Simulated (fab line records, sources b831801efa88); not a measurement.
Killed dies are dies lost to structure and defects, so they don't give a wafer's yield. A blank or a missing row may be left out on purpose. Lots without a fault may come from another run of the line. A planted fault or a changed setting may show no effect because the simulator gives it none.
fab line records | flow gf180mcu
record lots=14 wafers=42 last_day=34
route steps=602 shown M2@362 V2@387 M3@410
lots that met no fault: from a run of the same line without faults
start_h: hours from the record's first day to the start of the lot's first wafer shown | wait_h: hours since the lot's step before | " the same as in the row above | L1.1+2: a row that stands for several wafers | - no value, or no start given | * or withheld: withheld | < > ~ a bound
route shown NAME@n: a module of which the file shows steps, and the number in the route of the first | usual: mean/standard deviation of fault-free wafers | same: alike in all rows | chamber/n: place in a boat | sites: the reading at each site | _std_site: their standard deviation | _edge_site: outer sites' mean less inner sites' | radius_mm: how far each site lies from the wafer's centre | mask NAME#n: copy n | behind: the tool/chamber that last shaped the wafer | hold: why the lot was held/for how many hours/how that ended | device: the transistor (n, p or np) that didn't switch | end of line: the same wafers' tests at the end of the route | a step without rows: its recipe alone | killed: dies lost to structure and defects at the first sort, not the wafer's yield | map: a wafer's dies, x killed, . not, _ none there
set.NAME: the setting as run; set.NAME@STEP: as run at that earlier step | model.NAME: the simulator's own value behind a step, which no gauge read
steps of the route over a sample of lots; a table a step, a row a wafer
services: from which hour (start_h, from the record's first day; less than 0 if before it) a tool's chamber was out of use, for how many hours, and why
## steps
# step GF_M2_SPUTTER_00
# recipe material=Ti target_thk_nm=37.5 arriving_ion_energy_ev=80 substrate_temp_c=200 chamber_pressure_pa=2 power_w=4000 time_s=150
# usual throttle_valve_pct=30.3/1
# columns lot.wafer tool chamber start_h wait_h throttle_valve_pct
L968.2 pvd_sputter-02 - 411.18 0.1 31.7
L968.5 " - " " 29.1
L968.6 " - " " 29.8
L969.1 pvd_sputter-04 - 422.48 0.2 30.2
L969.2 " - " " 29.5
L969.5 " - " " 29.4
L970.1 pvd_sputter-02 - 426.94 0.1 29.0
L970.2 " - " " 31.5
L970.4 " - " " 29.9
L972.2 pvd_sputter-01 - 445.24 0.2 29.6
L972.4 " - " " 30.9
L972.6 " - " " 31.6
L973.1 pvd_sputter-04 - 456.53 0.1 29.2
L973.3 " - " " 30.2
L973.6 " - " " 29.0
L975.1 pvd_sputter-01 - 475.31 0.1 31.7
L975.3 " - " " 31.9
L975.4 " - " " 31.1
L976.1 pvd_sputter-02 - 486.81 0.2 31.5
L976.3 " - " " 29.2
L976.5 " - " " 29.7
L977.2 pvd_sputter-04 - 493.06 0.1 30.6
L977.3 " - " " 30.3
L977.6 " - " " 30.5
L979.2 pvd_sputter-02 - 512.19 0.1 31.6
L979.4 " - " " 29.3
L979.6 " - " " 30.0
L980.1 pvd_sputter-02 - 524.83 0.2 30.1
L980.4 " - " " 31.8
L980.6 " - " " 30.1
L981.2 pvd_sputter-02 - 537.56 0.2 29.3
L981.4 " - " " 31.8
L981.6 " - " " 31.6
L983.1 pvd_sputter-04 - 553.27 0.1 28.9
L983.3 " - " " 30.4
L983.6 " - " " 30.2
L987.3 pvd_sputter-04 - 579.26 0.1 30.0
L987.5 " - " " 29.8
L987.6 " - " " 29.2
L989.2 pvd_sputter-04 - 592.47 0.1 30.5
L989.3 " - " " 28.9
L989.4 " - " " 30.2
# step GF_V2_BOW_MEAS_05
# recipe mode=bow
# usual V2_BOW=98/8.8
# columns lot.wafer tool chamber start_h wait_h V2_BOW[um]
L968.2 film_metro-01 - 437.93 0.2 90
L968.5 " - " " 97
L968.6 " - " " 84
L969.1 film_metro-03 - 447.83 0.2 105
L969.2 " - " " 95
L969.5 " - " " 100
L970.1 film_metro-03 - 452.33 0.2 105
L970.2 " - " " 94
L970.4 " - " " 100
L972.2 film_metro-04 - 470.88 0.1 99
L972.4 " - " " 99
L972.6 " - " " 96
L973.1 film_metro-03 - 482.63 0.2 97
L973.3 " - " " 112
L973.6 " - " " 111
L975.1 film_metro-01 - 500.58 0.1 90
L975.3 " - " " 99
L975.4 " - " " 84
L976.1 film_metro-03 - 511.89 0.1 95
L976.3 " - " " 98
L976.5 " - " " 99
L977.2 film_metro-03 - 518.01 0.2 89
L977.3 " - " " 114
L977.6 " - " " 110
L979.2 film_metro-01 - 536.72 0.2 103
L979.4 " - " " 100
L979.6 " - " " 103
L980.1 film_metro-04 - 549.01 0.1 101
L980.4 " - " " 92
L980.6 " - " " 101
L981.2 film_metro-01 - 562.35 0.2 97
L981.4 " - " " 105
L981.6 " - " " 88
L983.1 film_metro-01 - 577.31 0.2 81
L983.3 " - " " 98
L983.6 " - " " 91
L987.3 film_metro-03 - 602.83 0.2 94
L987.5 " - " " 97
L987.6 " - " " 90
L989.2 film_metro-03 - 614.89 0.2 107
L989.3 " - " " 102
L989.4 " - " " 108
# step GF_V2_PEB_12
# recipe peb_temp_c=135 peb_time_s=90 resist=KrF
# usual chill_plate_temp_C=23.01/0.11 exhaust_pa=44.8/0.92
# columns lot.wafer tool chamber start_h wait_h chill_plate_temp_C exhaust_pa
L968.2 litho_track-03 0 462.00 - 23.25 45.3
L968.5 " 0 " " 23.00 43.3
L968.6 " 0 " " 23.09 44.6
L969.1 litho_track-02 0 471.75 - 23.02 43.9
L969.2 " 0 " " 23.04 44.2
L969.5 " 0 " " 23.03 45.2
L970.1 litho_track-01 0 476.90 - 22.87 45.9
L970.2 " 0 " " 22.91 45.7
L970.4 " 0 " " 22.92 45.4
L972.2 litho_track-02 0 494.68 - 23.05 45.0
L972.4 " 0 " " 22.93 44.2
L972.6 " 0 " " 22.93 43.9
L973.1 litho_track-03 0 506.12 - 22.92 45.2
L973.3 " 0 " " 22.96 46.5
L973.6 " 0 " " 23.01 45.3
L975.1 litho_track-03 0 523.97 - 22.86 44.6
L975.3 " 0 " " 22.91 44.3
L975.4 " 0 " " 23.02 44.8
L976.1 litho_track-03 0 534.47 - 23.11 45.9
L976.3 " 0 " " 22.91 44.6
L976.5 " 0 " " 22.95 44.9
L977.2 litho_track-01 0 540.33 - 23.00 46.2
L977.3 " 0 " " 23.02 45.8
L977.6 " 0 " " 22.82 44.5
L979.2 litho_track-02 0 558.53 - 23.04 45.0
L979.4 " 0 " " 22.85 44.5
L979.6 " 0 " " 22.96 44.7
L980.1 litho_track-03 - 570.97 - - -
L980.4 " - " " - -
L980.6 " - " " - -
L981.2 litho_track-03 - 584.25 - - -
L981.4 " - " " - -
L981.6 " - " " - -
L983.1 litho_track-03 0 598.27 - 23.18 44.7
L983.3 " 0 " " 23.25 45.2
L983.6 " 0 " " 23.11 45.0
L987.3 litho_track-03 0 623.29 - 22.99 45.1
L987.5 " 0 " " 23.12 44.7
L987.6 " 0 " " 23.06 45.1
L989.2 litho_track-03 0 634.75 - 23.05 44.1
L989.3 " 0 " " 23.13 43.5
L989.4 " 0 " " 23.08 44.3
# step GF_M3_SPUTTER_01
# recipe material=TiN target_thk_nm=30 power_w=6500 time_s=25 chamber_pressure_pa=0.4
# usual throttle_valve_pct=30.3/0.79
# columns lot.wafer tool chamber start_h wait_h throttle_valve_pct
L968.2 pvd_sputter-04 - 463.96 0.1 29.2
L968.5 " - " " 28.6
L968.6 " - " " 30.1
L969.1 pvd_sputter-04 - 473.83 0.1 30.1
L969.2 " - " " 29.5
L969.5 " - " " 28.8
L970.1 pvd_sputter-03 - 478.87 0.1 30.6
L970.2 " - " " 30.5
L970.4 " - " " 31.2
L972.2 pvd_sputter-03 - 496.67 0.1 31.0
L972.4 " - " " 30.4
L972.6 " - " " 31.0
L973.1 pvd_sputter-02 - 508.08 0.1 29.0
L973.3 " - " " 31.5
L973.6 " - " " 29.2
L975.1 pvd_sputter-04 - 525.94 0.1 30.1
L975.3 " - " " 28.9
L975.4 " - " " 30.1
L976.1 pvd_sputter-02 - 536.49 0.1 31.6
L976.3 " - " " 31.3
L976.5 " - " " 31.5
L977.2 pvd_sputter-03 - 542.31 0.1 30.4
L977.3 " - " " 30.4
L977.6 " - " " 30.1
L979.2 pvd_sputter-03 - 560.49 0.1 30.5
L979.4 " - " " 31.3
L979.6 " - " " 30.9
L983.1 pvd_sputter-03 - 600.27 0.1 30.8
L983.3 " - " " 30.2
L983.6 " - " " 31.2
L987.3 pvd_sputter-03 - 625.20 0.1 30.2
L987.5 " - " " 30.9
L987.6 " - " " 30.2
L989.2 pvd_sputter-04 - 636.69 0.1 28.8
L989.3 " - " " 30.3
L989.4 " - " " 30.2
## services
# columns tool chamber start_h hours kind
pvd_sputter-02 - 401.14 6.1 repair
pvd_sputter-04 - 408.35 5.3 repair
pvd_sputter-04 - 476.01 1.4 repair
pvd_sputter-01 - 484.12 6.3 repair
litho_track-03 - 491.33 - consumable_replace:filter
pvd_sputter-04 - 506.16 4.1 repair
pvd_sputter-02 - 528.27 2.2 repair
pvd_sputter-03 - 550.99 0.7 repair
pvd_sputter-04 - 558.58 0.7 repair
pvd_sputter-04 - 625.58 2.8 repair
## key
first_sign step=GF_V2_PEB_12 reading=tool_record direction=missing
effect none on later readings
met_at GF_V2_PEB_12
struck_lots L980,L981
later_rows_left_out L980.1,L980.4,L980.6,L981.2,L981.4,L981.6
sort_left_out L980.1,L980.4,L980.6,L981.2,L981.4,L981.6
not_acting_at GF_M2_SPUTTER_00,GF_V2_BOW_MEAS_05,GF_M3_SPUTTER_01
onset_between 534.47 570.97
fault kind=skipped_step_whole tool=litho_track-03 chamber=- onset_h=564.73 steps=GF_V2_PEB_12 scope=struck_lots_only
# sort_left_out: the simulated sort isn't trusted on such a fault, so these wafers' sort isn't shown, and their yield isn't known
# later_rows_left_out: the simulator's readings of these wafers behind a module that went badly wrong aren't trusted and aren't shown, but for the sort
